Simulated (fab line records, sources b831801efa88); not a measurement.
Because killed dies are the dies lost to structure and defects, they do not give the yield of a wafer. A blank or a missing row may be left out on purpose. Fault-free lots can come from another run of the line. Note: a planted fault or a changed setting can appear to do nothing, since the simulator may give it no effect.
Split-lot study -- flow gf180mcu -- on a route of 602 steps: 5 lots, 23 wafers read

## THE SPLIT
At GF_NWELL_IMPLANT_08, the setting energy-kev was moved away from the recipe's 450 on 5 of the 23 wafers read, by -3.2% to -3.0%. The other wafers ran this setting at the recipe's value.

The reading comes from the split's own step.

## THE READING
The simulator's own value implant.drp-nm, read by no gauge, in nm at GF_NWELL_IMPLANT_08. No usual value for it is given in the file.

wafer,"tool, chamber at the split",energy-kev as run,against the recipe,"implant.drp-nm, nm",against lot-mates on the recipe
L075.1,"implanter-01, 0",435.4,-3.2%,121.9,-2.0
L075.2,"implanter-01, 0",435.4,-3.2%,121.9,-2.0
L075.5,"implanter-01, 0",435.4,-3.2%,121.9,-2.0
L075.3,"implanter-01, 0",450,recipe,123.9,-
L075.6,"implanter-01, 0",450,recipe,123.9,-
L077.1,"implanter-02, 0",450,recipe,123.9,-
L077.2,"implanter-02, 0",450,recipe,123.9,-
L077.4,"implanter-02, 0",450,recipe,123.9,-
L077.5,"implanter-02, 0",450,recipe,123.9,-
L077.6,"implanter-02, 0",450,recipe,123.9,-
L076.1,"implanter-01, 0",450,recipe,123.9,-
L076.3,"implanter-01, 0",450,recipe,123.9,-
L076.5,"implanter-01, 0",450,recipe,123.9,-
L076.2,"implanter-01, 0",436.7,-3.0%,122.1,-1.8
L076.4,"implanter-01, 0",436.7,-3.0%,122.1,-1.8
L082.1,"implanter-02, 0",450,recipe,123.9,-
L082.2,"implanter-02, 0",450,recipe,123.9,-
L082.5,"implanter-02, 0",450,recipe,123.9,-
L084.1,"implanter-01, 0",450,recipe,123.9,-
L084.2,"implanter-01, 0",450,recipe,123.9,-
L084.3,"implanter-01, 0",450,recipe,123.9,-
L084.5,"implanter-01, 0",450,recipe,123.9,-
L084.6,"implanter-01, 0",450,recipe,123.9,-

THE FIT
A straight line over all 23 wafers: implant.drp-nm changes by +0.614 nm for each +1% of energy-kev; r = +1.00; the points scatter about the line by 0.0054 nm.
The same after taking each lot's own level away (the mean of its wafers on the recipe; 23 wafers): +0.614 nm for each +1%; r = +1.00; scatter 0.0054 nm.
Per that fit: largest energy-kev move, reading shift of 2 nm.
The lots' own levels span 123.90 to 123.90 nm.
The two slopes agree, so the slope changes little with the lot-to-lot level.
Check: -1.99 nm against its lot-mates is what the line predicts for one of the wafers moved furthest among these (-3.2%) when that wafer is left out of the fit. It came out at -2 nm against them.

## OTHER SPLITS APPLIED TO THESE WAFERS
Before the reading, these wafers also passed through other splits. Each is held against what the fit with the lots' levels taken away leaves over:
other split on the same wafers,wafers away from the commonest value,r with implant.drp-nm (lot level and that fit taken away)
GF_DNWELL_STRIP_08 platen-temp-c,11,-0.39

## THE WHOLE CHAIN: every reading that the file lists as answering this split, in the file's order
step,what it does,reading,change (the file's fit),r (the file's)
GF_NWELL_IMPLANT_08,,"implant.rp-nm (the simulator's own value, which no gauge read)",+4.94 nm for each +1% of the setting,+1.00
GF_NWELL_IMPLANT_08,,"implant.drp-nm (the simulator's own value, which no gauge read)",+0.604 nm for each +1% of the setting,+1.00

## THE FILE'S OWN FIT
implant.drp-nm changes by +0.604 nm for each +1% of energy-kev, r = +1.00.
